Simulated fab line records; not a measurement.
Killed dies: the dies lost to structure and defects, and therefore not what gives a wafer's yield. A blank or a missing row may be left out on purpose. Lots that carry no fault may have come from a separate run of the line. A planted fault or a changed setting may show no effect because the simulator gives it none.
Which tool is to blame? + flow gf180mcu + Sampling: 15 lots, 45 wafers, 2 of 602 route steps

WHAT THE GAUGES SHOWED, per wafer
GF_V3_THK_MEAS_25: measures by xrf. Usual: V3_W_THK gives 334 nm (standard deviation 4.8).
| lot  | measured     | on            | V3_W_THK (nm) | flag |
|------|--------------|---------------|---------------|------|
| L747 | day 23 16:59 | film-metro-04 | 339 339 341   |      |
| L748 | day 24 03:35 | film-metro-04 | 336 336 336   |      |
| L749 | day 24 10:42 | film-metro-03 | 337 333 333   |      |
| L750 | day 24 17:22 | film-metro-03 | 334 338 335   |      |
| L751 | day 25 06:45 | film-metro-04 | 336 331 331   |      |
| L758 | day 27 11:10 | film-metro-04 | 330 334 327   |      |
| L759 | day 27 16:16 | film-metro-03 | 338 338 339   |      |
| L760 | day 27 23:37 | film-metro-01 | 330 331 329   |      |
| L761 | day 28 08:10 | film-metro-04 | 324 324 320   |      |
| L763 | day 28 19:21 | film-metro-01 | 332 336 337   |      |
| L764 | day 29 03:30 | film-metro-03 | 334 336 336   |      |
| L765 | day 29 10:29 | film-metro-03 | 333 336 333   |      |
| L766 | day 29 13:23 | film-metro-03 | 336 339 333   |      |
| L767 | day 29 19:29 | film-metro-03 | 336 336 338   |      |
| L768 | day 30 02:52 | film-metro-01 | 329 332 333   |      |

GF_M4_CD_MEAS_14 targets a cd of 280 nm. Usual: 279.6 nm for cd-nm, sd 1.1.
| lot  | measured     | on        | cd-nm (nm)        | flag |
|------|--------------|-----------|-------------------|------|
| L747 | day 24 16:32 | cd-sem-01 | 278.8 279.9 278.8 |      |
| L748 | day 25 02:27 | cd-sem-01 | 279.8 279.9 280.1 |      |
| L749 | day 25 09:25 | cd-sem-02 | 279.8 280.3 280.3 |      |
| L750 | day 25 16:11 | cd-sem-01 | 281.1 279.7 280.7 |      |
| L751 | day 26 04:38 | cd-sem-02 | 279.3 278.9 279.4 |      |
| L758 | day 28 08:11 | cd-sem-02 | 278.9 277.8 279.6 |      |
| L759 | day 28 13:11 | cd-sem-02 | 281.4 279.3 281.6 |      |
| L760 | day 28 19:46 | cd-sem-02 | 279.5 279.6 279.0 |      |
| L761 | day 29 04:43 | cd-sem-01 | 278.8 279.2 280.0 |      |
| L763 | day 29 15:06 | cd-sem-01 | 280.2 280.5 280.7 |      |
| L764 | day 29 23:03 | cd-sem-01 | 279.9 279.2 279.9 |      |
| L765 | day 30 06:19 | cd-sem-01 | 278.1 278.5 277.2 |      |
| L766 | day 30 10:00 | cd-sem-02 | 281.3 281.5 281.4 |      |
| L767 | day 30 14:33 | cd-sem-01 | 280.0 279.8 278.8 |      |
| L768 | day 30 22:29 | cd-sem-02 | 277.9 277.5 278.3 |      |

WHAT TOOL EACH LOT RAN ON (gives the tool, then ch and the chambers of the sampled wafers, and finally the start)
The record holds no process step before these readings.

WHAT THE TOOLS THEMSELVES READ (means of the sampled wafers that have a number; where no wafer has one, the mark that the record gives instead)
The record holds no such reading with a usual standard deviation.

THE ANSWER, worked out from the rows above alone
Rule: a lot counts as off when the mean over its wafers that have a number is more than 3 standard deviations away from the usual mean. Also off: a lot with no number at a reading for which 4 or more lots have one. All remaining lots with rows at the step are treated as sound. First the gauges in route order, then the tools' own readings, where a lot's mean is used as printed above. The first step at which some lot is off is used, and at that step the reading that is off furthest; a lot without a number counts as furthest.
Across all readings shown, no lot is off: no conclusion can be drawn from this.

WHAT THE SIMULATOR HAD PUT IN
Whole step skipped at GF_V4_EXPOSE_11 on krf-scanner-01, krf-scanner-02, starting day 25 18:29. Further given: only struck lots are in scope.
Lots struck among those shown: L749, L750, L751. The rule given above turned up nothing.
